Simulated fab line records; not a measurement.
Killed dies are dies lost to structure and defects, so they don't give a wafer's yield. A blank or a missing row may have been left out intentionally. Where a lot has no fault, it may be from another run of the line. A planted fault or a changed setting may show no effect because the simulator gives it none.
Problem report in the 8D (eight disciplines) form, filled by code :: flow sfq-line :: the parts of the form that need people (team, actions taken, sign-off) are left out

1. THE PROBLEM
run-length-s at SFQ_TRILAYER_M6_ETCH_METAL_ETCH_162 reads a mean of 182.7 s on 1 wafer of 1 lot; wafers without a fault read 148.5 s with a standard deviation of 0.75. Relative to the usual mean, that is a shift of +46 standard deviations.
The step: etches Nb in Cl2/Ar, stops on SiO2, target depth 240 nm, time 120 s.
First observed at day 81 17:13: wafer L821.5, on rie-metal-01. The record has a number at this step for 15 wafers belonging to 5 lots. By rule, "out" or "out of limits" means more than 4 standard deviations away from the usual mean. The other wafers with a number count as sound.

2. WHAT IT IS, WHAT IT ISN'T
question: which readings at this step
is: run-length-s, oes-product-au
is not: drypump-motor-current-A

question: which lots
is: L821
is not: L812, L814, L822, L828

question: which wafers of those lots
is: L821.5
is not: L821.1, L821.6

question: read on which tools
is: rie-metal-01
is not: rie-metal-03

question: when
is: from day 81 17:13
is not: up to then (8 sound wafers); but 6 sound wafers of L822, L828 came after

3. THE SUSPECTS, EACH WITH WHAT RULES IT OUT
Counting: a tool at a process step up to the reading stays a suspect if it ran every lot that is out. Sound lots after the first of them don't rule it out here, since some wafers of a struck lot are sound.
- pvd-sputter-03 at SFQ_TRILAYER_M6_DEP_SPUTTER_157 (material Nb, target thk 200 nm, time 133.3 s): kept. It ran the lot that is out, L821 (day 81 10:51); its last sound lot up to then is L812 (day 78 01:17).
- rie-metal-01 at SFQ_TRILAYER_M6_BARC_OPEN_METAL_ETCH_206 (etches BARC in O2, target depth 125 nm, time 41.7 s): kept. It ran the lot that is out, L821 (day 81 17:10); its last sound lot up to then is L814 (day 79 00:22).
- rie-metal-01 at SFQ_TRILAYER_M6_ETCH_METAL_ETCH_162 (etches Nb in Cl2/Ar, stops on SiO2, target depth 240 nm, time 120 s): kept. It ran the lot that is out, L821 (day 81 17:13); its last sound lot up to then is L814 (day 79 00:25). Its own readings are out on those wafers: oes-product-au, run-length-s.
- At SFQ_TRILAYER_M6_BARC_OPEN_METAL_ETCH_206 on rie-metal-01, chamber 0 took the sound wafers of the same lots and chamber 1 took the wafers that are out.
- At SFQ_TRILAYER_M6_ETCH_METAL_ETCH_162 on rie-metal-01, chamber 0 took the sound wafers of the same lots and chamber 1 took the wafers that are out.
After the count, these remain: pvd-sputter-03 at SFQ_TRILAYER_M6_DEP_SPUTTER_157, rie-metal-01 at SFQ_TRILAYER_M6_BARC_OPEN_METAL_ETCH_206 and rie-metal-01 at SFQ_TRILAYER_M6_ETCH_METAL_ETCH_162.

4. THE CAUSE (what the simulator had put in)
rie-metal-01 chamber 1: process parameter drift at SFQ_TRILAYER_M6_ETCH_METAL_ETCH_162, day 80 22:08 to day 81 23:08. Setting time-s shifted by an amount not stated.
After counting, 3 suspects remain, this tool included.

5. SEQUENCE OF EFFECTS, ordered by route
Rows list readings where the struck wafers' mean (over those with a number) sits beyond 3 standard deviations from the usual. Only readings whose record carries a usual standard deviation are examined. hours: median over the lots of the time between each lot's start at the first step of this table that gives one and its start at this step. sigmas: the change, counted in usual standard deviations.
hours: 0
step: SFQ_TRILAYER_M6_ETCH_METAL_ETCH_162
reading: oes-product-au
usual: 0.895 a.u.
on struck wafers: 0.770
change: -0.125
sigmas: -19

hours: 0
step: SFQ_TRILAYER_M6_ETCH_METAL_ETCH_162
reading: run-length-s
usual: 148.5 s
on struck wafers: 182.7
change: +34.2
sigmas: +46
It contains these process steps:
- SFQ_TRILAYER_M6_ETCH_METAL_ETCH_162: etches Nb in Cl2/Ar, stops on SiO2, target depth 240 nm, time 120 s.

6. HOW IT WOULD HAVE BEEN CAUGHT EARLIER
19 hours passed between the start of the fault at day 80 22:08 and the first reading out of limits in this record, taken at day 81 17:13.
